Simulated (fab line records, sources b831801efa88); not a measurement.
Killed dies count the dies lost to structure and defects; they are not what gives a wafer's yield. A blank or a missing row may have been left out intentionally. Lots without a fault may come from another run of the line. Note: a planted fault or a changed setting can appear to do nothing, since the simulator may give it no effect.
One fault through the eyes of 2 desks	flow gf180mcu	what lay behind the numbers comes last; until then each desk has only its own

FROM THE METROLOGY DESK
Lot by lot, what the gauges showed, no matter which tool ran the lot: averages of those sampled wafers that carry a number. Marked OUT: a lot whose mean sits more than 4 standard deviations from the usual mean, which makes it out of limits; the brackets give that distance.
Columns: A = V4_CVD_02_THK at GF_V4_THK_MEAS_03, usual 851 nm; B = V4_BOW at GF_V4_BOW_MEAS_05, usual 132 um; C = MIM_ALCU_RS at GF_MIM_RS_MEAS_10, usual 0.1597 ohm/sq; D = MIM_ALCU_THK at GF_MIM_THK_MEAS_11, usual 196 nm
lot	first seen here	A	B	C	D
L444	day 23 11:56	845	139	0.1596	193
L445	day 24 05:07	852	122	0.1580	198
L448	day 25 08:20	842	127	0.2229 (+32) OUT	143 (-16) OUT
L449	day 25 18:23	853	134	0.2288 (+35) OUT	139 (-18) OUT
L458	day 28 15:01	857	128	0.1579	201
L459	day 28 17:45	846	131	0.1615	196
L461	day 29 05:38	845	128	0.1603	192
L462	day 29 14:02	856	144	0.1585	200
L463	day 29 16:23	853	131	0.1592	198
L464	day 30 05:14	855	125	0.1600	193
Finding of this desk: L448, L449 out of limits, first seen on L448 at day 26 07:13 (MIM_ALCU_RS at GF_MIM_RS_MEAS_10). L444, L445, L458, L459, L461, L462, L463, L464: within limits.

THE TOOL OWNER'S DESK: pvdSputter-04
The tool's own readings at GF_MIM_SPUTTER_08 (material AlCu, target thk 200 nm, time 10.6 s): means of the sampled wafers that have a number, for each lot that ran on this tool. Marked OUT: a lot whose mean sits more than 4 standard deviations from the usual mean, which makes it out of limits; the brackets give that distance.
Columns: A = throttleValvePct at GF_MIM_SPUTTER_08, usual 29.7 %
lot	first seen here	A
L444	day 24 15:49	29.7
L445	day 25 05:50	30.7
L448	day 26 07:10	28.8
L449	day 26 17:18	30.2
L459	day 29 14:34	29.4
L461	day 30 03:05	29.7
L462	day 30 12:12	30.1
L463	day 30 13:31	30.1
This desk found nothing out of limits on any of the 8 lots.

PUT TOGETHER
The metrology desk could have raised an alarm at day 26 07:13, on L448, L449.
Nothing out of limits was seen by the tool owner's desk.
Tool owner's desk: L448, L449 on record, inside its limits.
GF_MIM_SPUTTER_08 was run on pvdSputter-04 by each of the lots named.

WHAT HAD BEEN PUT IN BY THE SIMULATOR
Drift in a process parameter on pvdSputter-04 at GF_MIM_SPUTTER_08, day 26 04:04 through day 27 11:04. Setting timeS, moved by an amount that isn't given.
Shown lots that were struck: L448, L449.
Hours from the fault's start to each desk's first reading out of limits: the metrology desk, 3.
